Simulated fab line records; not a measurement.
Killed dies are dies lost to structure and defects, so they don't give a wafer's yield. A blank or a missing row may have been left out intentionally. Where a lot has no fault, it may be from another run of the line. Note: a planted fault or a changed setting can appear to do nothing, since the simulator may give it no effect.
A lot that was struck, set against a sound lot ; flow sky130 ; 15 steps out of a route of 708
Sound: the wafers L316.2, L316.3, L316.4. The struck wafers were L321.1, L321.2, L321.3. The cause is given at the end.
Order at every step that has rows: each side's tool, ch and its chambers, its first start. Under that, the readings that differ: sound wafers ; struck wafers ; difference of the means ; sigmas: that difference in standard deviations of wafers without a fault.
alike: readings whose means differ by less than 2 such deviations, and words and numbers that are the same on both sides. not compared: withheld readings, readings that some wafer has no value for, bounds like >300 that may hide the same value, and numbers for which the record gives no deviation and whose values overlap.
A row with sigmas, a row that says differs or no value, or rows on one side alone: a step with any of these is where the two part. Non-overlapping numbers with no deviation appear without sigmas and do not part them. A reading that every wafer of one side lacks parts them only if that side has two wafers or more.

first, 3 steps without rows for these wafers: SKY_METAL1_EXPOSE_12 (exposes mask MM1, target cd 140 nm); SKY_METAL1_PEB_13; SKY_METAL1_DEVELOP_14 (develop time 60 s).
SKY_METAL1_CD_MEAS_15: target cd 140 nm.
  struck on cd-sem-02, day 37 09:32; sound on cd-sem-02, day 35 13:42
reading;sound;struck;difference;sigmas
cd-nm (nm);140.9 141.2 138.6;144.2 143.0 142.8;+3.1;+2
SKY_METAL1_OVL_MEAS_16:
  struck on overlay-02, day 37 09:39; sound on overlay-01, day 35 13:49
  alike: METAL1_OVL
SKY_METAL1_DESCUM_17: chemistry O2, time 8 s.
  sound on rie-metal-03 ch 0,1, day 35 13:50; struck on rie-metal-02 ch 0,1, day 37 09:41
  alike: drypump-motor-current-A, oes-product-au
  not compared: rf-hours-counter-h
SKY_METAL1_ETCH_18: etches BARC in N2/H2, stops on SiO2, time 45.9 s, target depth 60 nm.
  sound on rie-metal-03 ch 0,1, day 35 13:52; struck on rie-metal-02 ch 0,1, day 37 09:43
  alike: drypump-motor-current-A, oes-product-au, throttle-valve-pct
  not compared: rf-hours-counter-h
SKY_METAL1_METAL_ETCH_19: etches the open film in Cl2/BCl3, stops on SiO2, target depth 360 nm, time 78 s.
  sound on rie-metal-03 ch 0,1, day 35 13:56; struck on rie-metal-02 ch 0,1, day 37 09:47
  alike: drypump-motor-current-A, oes-product-au, throttle-valve-pct
  not compared: rf-hours-counter-h
SKY_METAL1_STRIP_20: strips in O2/N2.
  sound on plasma-asher-03 ch 0,1, day 35 14:01; struck on plasma-asher-02 ch 0,1, day 37 09:52
  alike: drypump-motor-current-A, o2-flow-sccm, oes-product-au, strip-time-to-endpoint-s
  not compared: rf-hours-counter-h
then, 3 steps without rows for these wafers: SKY_METAL1_STRIP_21 (strips in post etch residue remover, time 1200 s); SKY_METAL1_CLEAN_22 (cleans in IPA, time 180 s); SKY_METAL1_CLEAN_23 (cleans in O3/DIW).
SKY_VIA1_HDPCVD_00: deposits SiO2, target thk 1030 nm, time 171.7 s.
  sound on hdpcvd-01 ch 0,2, day 35 14:42; struck on hdpcvd-02 ch 0,1,2, day 37 10:30
reading;sound;struck;difference;sigmas
model.SiO2_of_VIA1_HDPCVD_00.thk-nm (nm);1043 1041 1037;1816 1814 1794;+768;
SKY_VIA1_THK_MEAS_01:
  struck on film-metro-01, day 37 10:37; sound on film-metro-02, day 35 14:49
reading;sound;struck;difference;sigmas
VIA1_HDPCVD_THK (nm);1042 1042 1035;1817 1813 1793;+768;+64
SKY_VIA1_CMP_02: polishes SiO2.
  sound on cmp-01 ch 1,2,3, day 35 14:52; struck on cmp-02 ch 0,1,2, day 37 10:43
  alike: head-pressure-psi, motor-current-A, slurry-filter-dp-kPa

WHERE THEY PART
First at SKY_METAL1_CD_MEAS_15; last, within this record, at SKY_VIA1_THK_MEAS_01. Later steps at which nothing parts them and some readings are alike: SKY_VIA1_CMP_02.

WHY: the cause the simulator had injected
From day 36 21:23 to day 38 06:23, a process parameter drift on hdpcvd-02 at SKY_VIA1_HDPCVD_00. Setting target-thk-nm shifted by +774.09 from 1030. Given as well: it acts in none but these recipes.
